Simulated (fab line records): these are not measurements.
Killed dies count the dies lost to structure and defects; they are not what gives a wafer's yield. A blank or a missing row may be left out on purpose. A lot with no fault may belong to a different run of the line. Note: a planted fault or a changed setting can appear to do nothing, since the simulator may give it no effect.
fab line records	flow sky130
[record] lots = 12	wafers = 36	last_day = 50
route steps=708 shown NWELL@67 VT_ADJUST_HVTP@92 POLY_GATE@218 LDD_P@264
lots with no fault: from the same line, run without faults
start_h: hours from the record's first day to the start of the lot's first wafer shown	wait_h: time in hours since the lot's previous step	" as in the row above	L1.1+2: a row that stands for several wafers	- no value present, or no start provided	* or withheld: withheld	< > ~ a bound
route shown NAME@n: names a module that has steps shown in the file, with the first one's number in the route	usual: mean/standard deviation of fault-free wafers	same: alike in all rows	chamber/n: place in a boat	sites: per-site readings	_std_site: their standard deviation	_edge_site: mean of outer sites minus mean of inner sites	radius_mm: how far each site lies from the wafer's centre	mask NAME#n: copy n	behind: the tool/chamber that last shaped the wafer	hold: why the lot was held/for how many hours/how that ended	device: the n, p or np transistor that did not switch	end of line: the route-end tests of the same wafers	for a step that has no rows: nothing shown but its recipe	killed: the dies lost at the first sort to structure and to defects; this is not the yield of the wafer	map: the dies of a wafer, with x for killed, . for not killed, _ for no die there
set.NAME: the run value of the setting; set.NAME@STEP: its run value at that earlier step	model.NAME: the simulator's own value behind a step, which no gauge read
route steps across a sampled set of lots; one table per step, one row per wafer
services: when a tool's chamber went out of use (start_h, in hours from the record's first day, below 0 if earlier), for how many hours, and the reason
[[steps]]
[step SKY_NWELL_STRIP_14]
[recipe] chemistry = O2/N2	power_w = 1400	pressure_mtorr = 1500	platen_temp_c = withheld	o2_flow_sccm = 3000	n2_flow_sccm = 300	overash_fraction = 0.5
[usual] drypump_motor_current_A = 5.60/0.24	oes_product_au = 0.722/0.0045	strip_time_to_endpoint_s = 36.91/0.14
lot.wafer	tool	chamber	start_h	wait_h	drypump_motor_current_A	oes_product_au	rf_hours_counter_h	strip_time_to_endpoint_s
L584.1	plasma_asher-02	0	101.86	0.1	5.56	0.724	43	36.65
L584.3	"	0	"	"	5.61	0.731	-	36.75
L584.5	"	1	"	"	5.84	0.724	-	36.85
L585.1	plasma_asher-02	0	102.21	0.1	5.57	0.717	43	36.95
L585.3	"	0	"	"	5.54	0.726	-	37.15
L585.5	"	0	"	"	5.56	0.721	-	37.00
L586.2	plasma_asher-01	0	118.67	0.1	5.71	0.714	31	37.10
L586.4	"	0	"	"	5.71	0.728	-	37.12
L586.5	"	0	"	"	5.70	0.719	-	37.11
L587.1	plasma_asher-02	1	120.11	0.1	5.88	0.717	0	36.79
L587.4	"	1	"	"	5.87	0.729	-	36.85
L587.6	"	0	"	"	5.55	0.715	-	36.88
L588.2	plasma_asher-01	1	120.47	0.1	5.09	0.728	31	36.93
L588.3	"	1	"	"	5.08	0.721	-	36.85
L588.4	"	0	"	"	5.71	0.721	-	36.88
L598.3	plasma_asher-02	1	167.99	0.1	5.84	0.714	-	37.20
L598.5	"	0	"	"	5.57	0.721	-	37.16
L598.6	"	1	"	"	5.85	0.725	-	37.15
L600.1	plasma_asher-03	0	182.47	0.1	5.61	0.725	53	36.87
L600.3	"	0	"	"	5.61	0.732	-	36.91
L600.6	"	1	"	"	5.74	0.721	-	36.74
L601.3	plasma_asher-01	1	184.75	0.1	5.10	0.713	-	36.80
L601.5	"	1	"	"	5.12	0.724	-	36.85
L601.6	"	0	"	"	5.71	0.719	-	36.69
L602.2	plasma_asher-03	1	190.97	0.1	5.74	0.716	54	36.63
L602.3	"	1	"	"	5.74	0.722	-	36.66
L602.6	"	0	"	"	5.63	0.722	-	36.61
L603.2	plasma_asher-03	0	197.76	0.1	5.63	0.725	54	36.88
L603.4	"	1	"	"	5.75	0.719	-	36.86
L603.6	"	1	"	"	5.75	0.724	-	36.93
L605.2	plasma_asher-03	1	219.17	0.1	5.74	0.725	57	36.75
L605.4	"	0	"	"	5.62	0.719	-	36.81
L605.5	"	0	"	"	5.63	0.723	-	36.90
L606.1	plasma_asher-01	0	220.77	0.1	5.71	0.735	43	36.84
L606.5	"	1	"	"	5.09	0.719	-	36.93
L606.6	"	0	"	"	5.73	0.731	-	36.90
[step SKY_VT_ADJUST_HVTP_CD_MEAS_07]
[recipe] target_cd_nm = 380
[usual] cd_nm = 380.7/3
lot.wafer	tool	chamber	start_h	wait_h	cd_nm
L584.1	cd_sem-01	-	137.62	0.1	379.2
L584.3	"	-	"	"	380.3
L584.5	"	-	"	"	376.7
L585.1	cd_sem-01	-	139.37	0.1	380.5
L585.3	"	-	"	"	379.5
L585.5	"	-	"	"	378.7
L586.2	cd_sem-01	-	155.69	0.1	382.0
L586.4	"	-	"	"	382.9
L586.5	"	-	"	"	382.1
L587.1	cd_sem-02	-	156.62	0.1	384.6
L587.4	"	-	"	"	384.9
L587.6	"	-	"	"	385.8
L588.2	cd_sem-01	-	157.80	0.1	384.3
L588.3	"	-	"	"	383.6
L588.4	"	-	"	"	382.4
L598.3	cd_sem-01	-	211.76	0.1	380.7
L598.5	"	-	"	"	380.2
L598.6	"	-	"	"	381.6
L600.1	cd_sem-01	-	226.57	0.1	380.6
L600.3	"	-	"	"	380.0
L600.6	"	-	"	"	383.1
L601.3	cd_sem-02	-	228.62	0.1	379.0
L601.5	"	-	"	"	375.4
L601.6	"	-	"	"	380.0
L602.2	cd_sem-01	-	235.45	0.1	377.1
L602.3	"	-	"	"	379.1
L602.6	"	-	"	"	379.5
L603.2	cd_sem-01	-	243.14	0.1	381.3
L603.4	"	-	"	"	380.7
L603.6	"	-	"	"	382.1
L605.2	cd_sem-02	-	265.59	0.1	378.8
L605.4	"	-	"	"	378.0
L605.5	"	-	"	"	378.1
L606.1	cd_sem-02	-	267.68	0.1	381.6
L606.5	"	-	"	"	381.8
L606.6	"	-	"	"	384.1
[step SKY_POLY_GATE_THK_MEAS_04]
[recipe] reads = Si3N4_of_POLY_GATE_CVD_03
[usual] POLY_GATE_CVD_03_THK = 75.1/0.71
lot.wafer	tool	chamber	start_h	wait_h	POLY_GATE_CVD_03_THK[nm]
L584.1	film_metro-01	-	358.68	0.0	73.7
L584.3	"	-	"	"	74.3
L584.5	"	-	"	"	74.0
L585.1	film_metro-04	-	360.04	0.0	74.7
L585.3	"	-	"	"	75.0
L585.5	"	-	"	"	75.1
L587.1	film_metro-01	-	388.53	0.0	74.9
L587.4	"	-	"	"	74.8
L587.6	"	-	"	"	75.2
L586.2	film_metro-02	-	388.54	0.0	75.6
L586.4	"	-	"	"	75.9
L586.5	"	-	"	"	76.0
L588.2	film_metro-02	-	397.42	0.0	75.0
L588.3	"	-	"	"	74.8
L588.4	"	-	"	"	74.8
L598.3	film_metro-02	-	464.55	0.0	74.8
L598.5	"	-	"	"	75.0
L598.6	"	-	"	"	75.6
L600.1	film_metro-01	-	482.78	0.0	76.1
L600.3	"	-	"	"	76.3
L600.6	"	-	"	"	75.7
L601.3	film_metro-01	-	485.50	0.0	75.1
L601.5	"	-	"	"	75.9
L601.6	"	-	"	"	75.3
L602.2	film_metro-04	-	496.75	0.0	76.1
L602.3	"	-	"	"	75.4
L602.6	"	-	"	"	76.7
L603.2	film_metro-04	-	505.75	0.0	74.8
L603.4	"	-	"	"	75.1
L603.6	"	-	"	"	74.3
L605.2	film_metro-02	-	532.24	0.0	76.4
L605.4	"	-	"	"	75.8
L605.5	"	-	"	"	75.9
L606.1	film_metro-01	-	537.45	0.0	74.4
L606.5	"	-	"	"	74.8
L606.6	"	-	"	"	74.5
[step SKY_LDD_P_IMPLANT_09]
[recipe] species = BF2	energy_kev = 25	dose_cm2 = 1e+13	tilt_deg = withheld
[usual] dose_ions_cm2 = 1.0002e+13/9.7e+09	end_station_pressure_torr = 5.02e-06/2.7e-07	faraday_current_uA = 56.4/1
[same] implant_ion_amu = 49
lot.wafer	tool	chamber	start_h	wait_h	dose_ions_cm2	end_station_pressure_torr	faraday_current_uA
L584.1	implanter-02	0	452.73	0.0	9.994e+12	4.7e-06	56.9
L584.3	"	0	"	"	9.999e+12	4.78e-06	56.5
L584.5	"	0	"	"	9.989e+12	4.89e-06	56.2
L585.1	implanter-02	0	453.44	0.0	9.994e+12	4.91e-06	55.6
L585.3	"	0	"	"	1.0003e+13	4.83e-06	54.3
L585.5	"	0	"	"	9.995e+12	4.97e-06	56.9
L586.2	implanter-01	0	482.16	0.0	9.996e+12	5.33e-06	55.4
L586.4	"	0	"	"	1.001e+13	5.09e-06	56.4
L586.5	"	0	"	"	1.0007e+13	5.32e-06	57.3
L587.1	implanter-04	0	483.19	0.0	1e+13	4.87e-06	56.0
L587.4	"	0	"	"	1e+13	4.77e-06	56.5
L587.6	"	0	"	"	9.992e+12	4.99e-06	58.7
L588.2	implanter-04	0	491.51	0.0	1e+13	4.91e-06	56.3
L588.3	"	0	"	"	1.0005e+13	5.19e-06	55.7
L588.4	"	0	"	"	1.0012e+13	4.92e-06	58.4
L598.3	implanter-04	0	558.38	0.1	7.287e+12	4.47e-06	41.2
L598.5	"	0	"	"	7.285e+12	5.35e-06	42.2
L598.6	"	0	"	"	7.292e+12	5.16e-06	42.4
L600.1	implanter-04	0	575.83	0.0	7.305e+12	5.02e-06	39.8
L600.3	"	0	"	"	7.304e+12	4.91e-06	40.9
L600.6	"	0	"	"	7.32e+12	4.96e-06	40.1
L601.3	implanter-01	0	578.77	0.1	9.986e+12	5.39e-06	57.0
L601.5	"	0	"	"	1.0014e+13	4.99e-06	56.7
L601.6	"	0	"	"	1.0013e+13	4.78e-06	55.4
L602.2	implanter-02	0	588.55	0.0	9.996e+12	4.4e-06	56.5
L602.3	"	0	"	"	1e+13	4.59e-06	55.3
L602.6	"	0	"	"	1.0002e+13	5.33e-06	56.3
L603.2	implanter-01	0	598.35	0.0	9.991e+12	5.04e-06	56.0
L603.4	"	0	"	"	9.993e+12	5.25e-06	57.0
L603.6	"	0	"	"	9.996e+12	5.27e-06	57.7
L605.2	implanter-02	0	623.06	0.0	1.0003e+13	4.92e-06	56.3
L605.4	"	0	"	"	9.993e+12	5.33e-06	56.6
L605.5	"	0	"	"	1.0005e+13	4.85e-06	56.5
L606.1	implanter-01	0	628.43	0.0	1.0012e+13	4.75e-06	56.0
L606.5	"	0	"	"	1.0007e+13	4.95e-06	55.5
L606.6	"	0	"	"	1.0016e+13	4.93e-06	56.6
[step SKY_LDD_P_TW_MEAS_11]
[usual] LDD_P_TW = 637/5.6
lot.wafer	tool	chamber	start_h	wait_h	LDD_P_TW
L584.1	film_metro-01	-	452.98	0.1	632
L584.3	"	-	"	"	631
L584.5	"	-	"	"	632
L585.1	film_metro-02	-	453.72	0.1	637
L585.3	"	-	"	"	641
L585.5	"	-	"	"	639
L586.2	film_metro-02	-	482.39	0.1	637
L586.4	"	-	"	"	637
L586.5	"	-	"	"	639
L587.1	film_metro-02	-	483.44	0.1	641
L587.4	"	-	"	"	639
L587.6	"	-	"	"	640
L588.2	film_metro-01	-	491.75	0.1	633
L588.3	"	-	"	"	634
L588.4	"	-	"	"	635
L598.3	film_metro-02	-	558.60	0.1	577
L598.5	"	-	"	"	576
L598.6	"	-	"	"	576
L600.1	film_metro-02	-	576.08	0.1	577
L600.3	"	-	"	"	582
L600.6	"	-	"	"	580
L601.3	film_metro-01	-	578.99	0.1	623
L601.5	"	-	"	"	625
L601.6	"	-	"	"	628
L602.2	film_metro-02	-	588.78	0.1	638
L602.3	"	-	"	"	635
L602.6	"	-	"	"	639
L603.2	film_metro-01	-	598.58	0.1	631
L603.4	"	-	"	"	624
L603.6	"	-	"	"	624
L605.2	film_metro-01	-	623.30	0.1	629
L605.4	"	-	"	"	625
L605.5	"	-	"	"	631
L606.1	film_metro-03	-	628.68	0.1	635
L606.5	"	-	"	"	635
L606.6	"	-	"	"	638
[[services]]
tool	chamber	start_h	hours	kind
implanter-02	-	104.66	1.3	repair
plasma_asher-02	-	108.75	9.0	pm
implanter-04	-	115.95	0.5	repair
implanter-02	-	128.29	0.8	repair
plasma_asher-02	-	133.83	28.1	pm
plasma_asher-02	-	184.72	14.6	pm
implanter-01	-	196.60	7.2	repair
implanter-02	-	216.12	10.5	repair
implanter-04	-	216.35	3.5	pm
implanter-04	-	220.82	0.6	repair
implanter-04	-	224.83	0.7	repair
implanter-01	-	232.34	27.8	pm
implanter-04	-	253.82	2.1	repair
implanter-01	-	262.03	1.9	repair
plasma_asher-02	-	262.62	1.3	repair
implanter-02	-	280.75	4.0	pm
implanter-04	-	318.89	7.2	pm
implanter-01	-	326.77	1.2	repair
plasma_asher-02	-	346.46	0.3	repair
plasma_asher-02	-	376.71	1.2	repair
implanter-01	-	384.05	3.6	pm
implanter-01	-	391.02	1.8	repair
implanter-02	-	397.58	2.9	repair
plasma_asher-01	-	401.66	2.2	repair
[[key]]
[first_sign] step = SKY_LDD_P_IMPLANT_09	reading = dose_ions_cm2	direction = down	sigmas = 99+	usual = *	struck = *
[effect] step = SKY_LDD_P_IMPLANT_09	reading = faraday_current_uA	direction = down	sigmas = 15	usual = 56.4	struck = 41.1
[effect] step = SKY_LDD_P_TW_MEAS_11	reading = LDD_P_TW	direction = down	sigmas = 10	usual = 637	struck = 578
met_at SKY_LDD_P_IMPLANT_09
struck_lots L598,L600
tester_left_out L598,L600
not_acting_at SKY_NWELL_STRIP_14,SKY_VT_ADJUST_HVTP_CD_MEAS_07,SKY_POLY_GATE_THK_MEAS_04
onset_between 491.51 558.38
[fault] kind = process_parameter_drift	tool = implanter-04	chamber = -	onset_h = 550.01	steps = SKY_LDD_P_IMPLANT_09	channel = dose_cm2	offset = *	shape = step	end_h = 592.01	acts_in = *	stated = *
// tester_left_out: of these lots the tester's yield and bins aren't shown, on N5 and GAA mostly nor the transistor test; their killed dies are dies lost to structure and defects alone, not to doping, threshold or leakage, so they don't give the yield
